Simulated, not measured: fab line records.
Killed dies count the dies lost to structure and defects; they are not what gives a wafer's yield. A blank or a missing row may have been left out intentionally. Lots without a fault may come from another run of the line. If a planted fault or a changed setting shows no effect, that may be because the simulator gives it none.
Which of the tools did it? | flow gf180mcu | 13 lots, 39 wafers sampled, at 6 steps of a route of 602

## WHAT EACH GAUGE READ, for each wafer
GF_STI_BOW_MEAS_00. Usual: INCOMING_BOW typically reads 0 um, with standard deviation 5.7.
lot  | measured    | on            | INCOMING_BOW (um) | flag
L617 | day 1 10:04 | film-metro-01 | 0 0 -5            |
L618 | day 1 15:00 | film-metro-02 | 6 -9 -4           |
L621 | day 2 06:01 | film-metro-01 | -3 4 8            |
L623 | day 2 16:02 | film-metro-04 | 6 -3 1            |
L624 | day 2 21:00 | film-metro-02 | -4 -3 -4          |
L629 | day 3 22:01 | film-metro-02 | 2 5 3             |
L631 | day 4 08:02 | film-metro-02 | -4 5 -1           |
L634 | day 4 23:01 | film-metro-04 | 4 6 -10           |
L636 | day 5 09:02 | film-metro-01 | 8 0 7             |
L637 | day 5 14:00 | film-metro-04 | 13 0 1            |
L638 | day 5 19:01 | film-metro-01 | 4 7 6             |
L639 | day 6 00:02 | film-metro-01 | -1 6 1            |
L640 | day 6 05:00 | film-metro-02 | 6 -3 3            |

GF_MVSD_TW_MEAS_11. Usual: MVSD_TW typically reads 1576, with standard deviation 10.
lot  | measured    | on            | MVSD_TW        | flag
L617 | day 4 11:26 | film-metro-02 | 1589 1590 1592 |
L618 | day 4 17:08 | film-metro-04 | 1570 1568 1563 |
L621 | day 5 09:28 | film-metro-02 | 1590 1587 1591 |
L623 | day 5 21:32 | film-metro-04 | 1518 1530 1530 | OFF
L624 | day 6 03:34 | film-metro-04 | 1527 1532 1524 | OFF
L629 | day 7 10:22 | film-metro-04 | 1576 1571 1569 |
L631 | day 7 20:05 | film-metro-02 | 1598 1596 1590 |
L634 | day 8 13:16 | film-metro-02 | 1594 1594 1590 |
L636 | day 8 23:56 | film-metro-03 | 1571 1574 1569 |
L637 | day 9 08:10 | film-metro-03 | 1576 1573 1581 |
L638 | day 9 12:25 | film-metro-03 | 1579 1574 1568 |
L639 | day 9 17:40 | film-metro-02 | 1573 1569 1582 |
L640 | day 9 22:52 | film-metro-03 | 1572 1583 1580 |

GF_VT_IMPLANT_RS_MEAS_46: measures by four-point-probe. Usual: MVSD_RS typically reads 456.9 ohm/sq, with standard deviation 1.1.
lot  | measured     | on            | MVSD_RS (ohm/sq)  | flag
L617 | day 7 13:57  | film-metro-02 | 457.0 457.3 457.1 |
L618 | day 7 20:34  | film-metro-03 | 457.0 457.0 457.4 |
L621 | day 8 14:34  | film-metro-02 | 455.2 455.1 456.8 |
L623 | day 9 06:32  | film-metro-03 | 517.2 518.3 517.9 | OFF
L624 | day 9 14:05  | film-metro-03 | 518.4 517.6 517.7 | OFF
L629 | day 10 23:22 | film-metro-02 | 457.1 457.0 457.6 |
L631 | day 11 10:56 | film-metro-03 | 456.7 457.1 458.2 |
L634 | day 12 07:37 | film-metro-03 | 455.7 456.0 457.9 |
L636 | day 12 20:40 | film-metro-03 | 457.0 456.1 456.2 |
L637 | day 13 05:39 | film-metro-03 | 457.1 458.6 457.0 |
L638 | day 13 09:38 | film-metro-02 | 455.8 456.7 456.9 |
L639 | day 13 17:20 | film-metro-04 | 456.8 457.5 455.8 |
L640 | day 13 21:25 | film-metro-03 | 456.9 457.0 457.4 |

GF_M1_CD_MEAS_14: target cd 230 nm. Usual: cd-nm 229.8 nm, standard deviation 1.2.
lot  | measured     | on        | cd-nm (nm)        | flag
L617 | day 17 02:54 | cd-sem-02 | 230.5 230.4 229.3 |
L618 | day 17 16:13 | cd-sem-02 | 228.1 228.9 229.0 |
L621 | day 18 12:10 | cd-sem-02 | 229.6 231.8 229.3 |
L623 | day 19 12:32 | cd-sem-01 | 230.0 230.7 231.1 |
L624 | day 19 19:08 | cd-sem-01 | 231.8 230.7 231.8 |
L629 | day 21 21:04 | cd-sem-02 | 230.8 231.1 230.5 |
L631 | day 22 08:53 | cd-sem-02 | 230.0 230.6 231.2 |
L634 | day 23 07:44 | cd-sem-01 | 229.5 231.3 230.0 |
L636 | day 23 23:07 | cd-sem-02 | 230.8 230.2 230.9 |
L637 | day 24 08:58 | cd-sem-02 | 228.6 228.5 228.1 |
L638 | day 24 17:26 | cd-sem-01 | 230.3 229.9 229.3 |
L639 | day 25 01:01 | cd-sem-01 | 228.9 228.1 228.0 |
L640 | day 25 01:08 | cd-sem-02 | 229.0 229.2 229.5 |

GF_V1_OVL_MEAS_15. Usual: V1_OVL typically reads -2 nm, with standard deviation 6.
lot  | measured     | on         | V1_OVL (nm) | flag
L617 | day 18 04:08 | overlay-01 | 9 3 11      |
L618 | day 18 18:05 | overlay-02 | -4 2 -1     |
L621 | day 19 14:20 | overlay-01 | -7 1 -7     |
L623 | day 20 13:50 | overlay-01 | 2 -7 0      |
L624 | day 20 21:13 | overlay-01 | -1 -5 -4    |
L629 | day 22 21:44 | overlay-02 | 4 -2 8      |
L631 | day 23 09:10 | overlay-02 | 2 4 -10     |
L634 | day 24 07:52 | overlay-01 | -3 -5 -6    |
L636 | day 24 22:40 | overlay-02 | 6 6 9       |
L637 | day 25 08:25 | overlay-01 | -9 -5 -8    |
L638 | day 25 16:26 | overlay-02 | 0 -5 1      |
L639 | day 25 23:35 | overlay-01 | -10 -9 -7   |
L640 | day 25 23:52 | overlay-02 | 3 -7 0      |

## WHICH TOOL RAN EACH LOT (tool, then ch and the chambers of the sampled wafers, then the start)
lot  | GF_MVSD_IMPLANT_09
L617 | implanter-02 ch 0, day 4 11:14
L618 | implanter-02 ch 0, day 4 16:46
L621 | implanter-02 ch 0, day 5 09:13
L623 | implanter-01 ch 0, day 5 21:19
L624 | implanter-01 ch 0, day 6 03:19
L629 | implanter-04 ch 0, day 7 10:07
L631 | implanter-04 ch 0, day 7 19:52
L634 | implanter-04 ch 0, day 8 13:01
L636 | implanter-01 ch 0, day 8 23:43
L637 | implanter-01 ch 0, day 9 07:55
L638 | implanter-01 ch 0, day 9 12:10
L639 | implanter-01 ch 0, day 9 17:27
L640 | implanter-01 ch 0, day 9 22:37
- GF_MVSD_IMPLANT_09

## AS READ BY THE TOOLS THEMSELVES (means over the sampled wafers that have a number; for cases with no such wafer, the mark the record gives instead)
GF_MVSD_IMPLANT_09. Usual: beam-energy-keV 100.00, standard deviation 0.033; dose-ions-cm2 5.001e+12, standard deviation 5.1e+09; faraday-current-uA 28.1, standard deviation 0.57.
lot  | tool         | beam-energy-keV | dose-ions-cm2 | faraday-current-uA | flag
L617 | implanter-02 | 100.01          | 5.003e+12     | 27.9               |
L618 | implanter-02 | 100.03          | 5.002e+12     | 28.7               |
L621 | implanter-02 | 99.97           | 5.000e+12     | 28.0               |
L623 | implanter-01 | 99.96           | 1.795e+12     | 10.1               | OFF
L624 | implanter-01 | 99.97           | 1.792e+12     | 10.0               | OFF
L629 | implanter-04 | 100.01          | 5.004e+12     | 28.3               |
L631 | implanter-04 | 100.00          | 5.000e+12     | 27.6               |
L634 | implanter-04 | 100.00          | 4.998e+12     | 28.2               |
L636 | implanter-01 | 100.00          | 5.005e+12     | 27.7               |
L637 | implanter-01 | 100.01          | 5.004e+12     | 28.0               |
L638 | implanter-01 | 99.99           | 4.992e+12     | 28.0               |
L639 | implanter-01 | 100.03          | 4.996e+12     | 28.5               |
L640 | implanter-01 | 99.99           | 5.005e+12     | 28.3               |

## THE ANSWER, worked out from the rows above alone
Rule: a lot is off if the mean of its wafers that have a number lies more than 3 standard deviations from the usual mean. A lot without any number at a reading at which 4 lots or more have one is off too. All remaining lots with rows at the step are treated as sound. After the gauges, taken in route order, come the tools' own readings; for these a lot's mean is taken, as printed above. The first step at which some lot is off is used, and at that step the reading that is off furthest; a lot without a number counts as furthest.
Off: L623, L624, at GF_MVSD_TW_MEAS_11 (MVSD_TW).
A tool fits if, at a process step before that reading, it ran every lot that is off, and no sound lot after the first of them. The gauges at GF_MVSD_TW_MEAS_11 aren't tried: what is off there is off at GF_VT_IMPLANT_RS_MEAS_46 too, on other tools, and a gauge's error can't cause that. Not one of the candidates tried fits.

## WHAT THE SIMULATOR PUT IN
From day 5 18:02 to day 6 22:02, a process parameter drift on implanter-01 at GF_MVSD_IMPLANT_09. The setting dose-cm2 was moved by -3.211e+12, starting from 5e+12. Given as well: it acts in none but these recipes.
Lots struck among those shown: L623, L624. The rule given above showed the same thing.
